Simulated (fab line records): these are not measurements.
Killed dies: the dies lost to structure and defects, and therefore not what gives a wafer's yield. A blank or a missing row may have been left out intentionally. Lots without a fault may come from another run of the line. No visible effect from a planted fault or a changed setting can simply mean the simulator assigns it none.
Matching of chambers / flow gf180mcu / GF_V2_CMP_04 on cmp-01: 4 sister chambers
The step polishes SiO2. 4 wafers are shown with their chamber, then 9 later ones without.

WAFERS PAIRED WITH THEIR CHAMBERS
wafer=L079.5; chamber=1; motorCurrentA (A)=11.6
wafer=L088.1; chamber=0; motorCurrentA (A)=13.5
wafer=L088.3; chamber=3; motorCurrentA (A)=13.1
wafer=L088.4; chamber=2; motorCurrentA (A)=12.6

WAFERS WITH NO CHAMBER GIVEN
wafer=L091.2; motorCurrentA (A)=13.1
wafer=L091.4; motorCurrentA (A)=13.7
wafer=L091.6; motorCurrentA (A)=13.5
wafer=L092.1; motorCurrentA (A)=13.5
wafer=L092.3; motorCurrentA (A)=11.9
wafer=L092.6; motorCurrentA (A)=13.8
wafer=L094.1; motorCurrentA (A)=11.4
wafer=L094.2; motorCurrentA (A)=13.3
wafer=L094.3; motorCurrentA (A)=13.8

THE CHAMBER EACH PASSED THROUGH
wafer=L091.2; from the rows above=can't be placed: 3 or 0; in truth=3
wafer=L091.4; from the rows above=can't be placed: 0 or 3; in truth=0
wafer=L091.6; from the rows above=can't be placed: 0 or 3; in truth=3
wafer=L092.1; from the rows above=can't be placed: 0 or 3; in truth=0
wafer=L092.3; from the rows above=can't be placed: 1 or 2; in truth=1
wafer=L092.6; from the rows above=can't be placed: 0 or 3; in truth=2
wafer=L094.1; from the rows above=1; in truth=1
wafer=L094.2; from the rows above=can't be placed: 0 or 3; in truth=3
wafer=L094.3; from the rows above=can't be placed: 0 or 3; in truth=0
Correctly placed: 1 of 9. Cannot be placed on the basis of these rows: 8; the candidates contain the true chamber in 7. Placed wrongly: 0.
How it was worked out, from the rows above alone: a wafer's distance from a chamber is the root of the sum, over the readings, of the square of ((its reading less the chamber's mean) divided by the reading's scatter). If the next closest chamber is less than 2 further off than the closest, the wafer can't be placed; otherwise it belongs to the closest. The mean given for a chamber averages the wafers shown for that chamber. The scatter: root of mean squared gap, hidden wafer to nearest shown wafer, with one shown wafer a chamber.
